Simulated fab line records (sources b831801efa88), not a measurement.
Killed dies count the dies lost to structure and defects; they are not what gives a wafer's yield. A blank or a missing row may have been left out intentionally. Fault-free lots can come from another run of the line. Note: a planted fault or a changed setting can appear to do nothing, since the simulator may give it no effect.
A struck lot beside a sound one -- flow sky130 -- 17 steps out of a route of 708
Sound: these wafers, L177.2, L177.4, L177.5. Struck: wafer L193.1. (L193.3, L193.6 of the same lot were not struck and are left out.) The cause comes at the end.
At each step with rows: each side's tool, then ch and its chambers, then its first start. Under that, the readings that differ: sound wafers -- struck wafers -- difference of the means -- sigmas: that difference in standard deviations of wafers without a fault.
alike: readings whose means differ by less than 2 such deviations, and words and numbers that are the same on both sides. not compared: withheld readings, readings that some wafer has no value for, bounds like >300 that may hide the same value, and numbers for which the record gives no deviation and whose values overlap.
Wherever a step has rows on one side only, a row that says differs or no value, or a row with sigmas, the two part there. Numbers that don't overlap but have no deviation are shown without sigmas and don't part them. Lack of a reading on every wafer of one side parts them only where that side has two or more wafers.

SKY_METAL1_THK_MEAS_06: measures by xrf.
  sound on film_metro-04 at day 32 21:39; struck on film_metro-04 at day 37 03:36
  alike: METAL1_ALCU_THK
then, 8 steps without rows for these wafers: SKY_METAL1_DEHYDRATE_07 (time 60 s); SKY_METAL1_HMDS_08 (prime time 60 s); SKY_METAL1_COAT_09 (resist thk 60 nm); SKY_METAL1_COAT_10 (resist thk 450 nm); SKY_METAL1_SOFTBAKE_11 (time 90 s); SKY_METAL1_EXPOSE_12 (exposes mask MM1, target cd 140 nm); SKY_METAL1_PEB_13; SKY_METAL1_DEVELOP_14 (develop time 60 s).
SKY_METAL1_CD_MEAS_15 targets a cd of 140 nm.
  sound on cd_sem-01 at day 33 23:07; struck on cd_sem-01 at day 38 05:06
  alike: cd_nm
SKY_METAL1_OVL_MEAS_16:
  sound on overlay-01 at day 33 23:14; struck on overlay-01 at day 38 05:13
  alike: METAL1_OVL
SKY_METAL1_DESCUM_17: chemistry O2, time 8 s.
  sound on rie_metal-04 ch 0, day 33 23:16; struck on rie_metal-01 ch 0, day 38 05:16
reading,sound,struck,difference,sigmas
oes_product_au (a.u.),0.982 0.975 0.987,0.999,+0.018,+2
rf_hours_counter_h (h),- - -,12,no value on the sound wafers,
  alike: drypump_motor_current_A
SKY_METAL1_ETCH_18: etches BARC in N2/H2, stops on SiO2, time 45.9 s, target depth 60 nm.
  sound on rie_metal-04 ch 0, day 33 23:20; struck on rie_metal-01 ch 0, day 38 05:19
reading,sound,struck,difference,sigmas
rf_hours_counter_h (h),- - -,12,no value on the sound wafers,
model.KrF-thick_of_METAL1_COAT_10.thk_nm (nm),391.7 390.3 390.7,376.8,-14.1,
model.METAL1.cd_nm (nm),140.1 140.3 140.4,135.2,-5.1,
  alike: drypump_motor_current_A, oes_product_au, throttle_valve_pct
SKY_METAL1_METAL_ETCH_19: etches the open film in Cl2/BCl3, stops on SiO2, target depth 360 nm, time 78 s.
  sound on rie_metal-04 ch 0, day 33 23:29; struck on rie_metal-01 ch 0, day 38 05:27
reading,sound,struck,difference,sigmas
rf_hours_counter_h (h),- - -,12,no value on the sound wafers,
model.KrF-thick_of_METAL1_COAT_10.thk_nm (nm),166.4 166.4 164.2,145,-21,
model.METAL1.cd_nm (nm),140.1 141.3 140.7,135.2,-5.5,
  alike: bcl3_flow_sccm, drypump_motor_current_A, oes_product_au, throttle_valve_pct
SKY_METAL1_STRIP_20: strips in O2/N2.
  sound on plasma_asher-04 ch 0,1, day 33 23:38; struck on plasma_asher-04 ch 1, day 38 05:38
reading,sound,struck,difference,sigmas
oes_product_au (a.u.),0.353 0.349 0.343,0.338,-0.010,-2
strip_time_to_endpoint_s (s),2.79 2.79 2.76,2.56,-0.22,-6
  alike: drypump_motor_current_A
  not compared: rf_hours_counter_h
then, 1 step without rows for these wafers: SKY_METAL1_STRIP_21 (strips in post etch residue remover, time 1200 s).
-- the record jumps here: 12 days lie between the struck wafers' starts before and after (it left off in module METAL1 and takes up again in module PAD_OPEN, whose first step shown is number 708 of the route) --
SKY_PAD_OPEN_PROBE_99:
  sound on prober-01 at day 46 17:55; struck on prober-01 at day 50 00:28
reading,sound,struck,difference,sigmas
killed_at_other,0 0 0,1,+1,+2
  alike: defect_limited_yield, killed_at_M0_to_M3, killed_at_M4_up, killed_at_contacts, killed_at_front_end, killed_dies, killed_open, killed_short, sort_bin_3_pad_short, sort_bin_5_function, sort_bin_6_memory, sort_n_pass, sort_yield_pct

## WHERE THEY PART
At SKY_METAL1_DESCUM_17 first; at SKY_PAD_OPEN_PROBE_99 last (within this record only).

WHY: what the simulator had put in
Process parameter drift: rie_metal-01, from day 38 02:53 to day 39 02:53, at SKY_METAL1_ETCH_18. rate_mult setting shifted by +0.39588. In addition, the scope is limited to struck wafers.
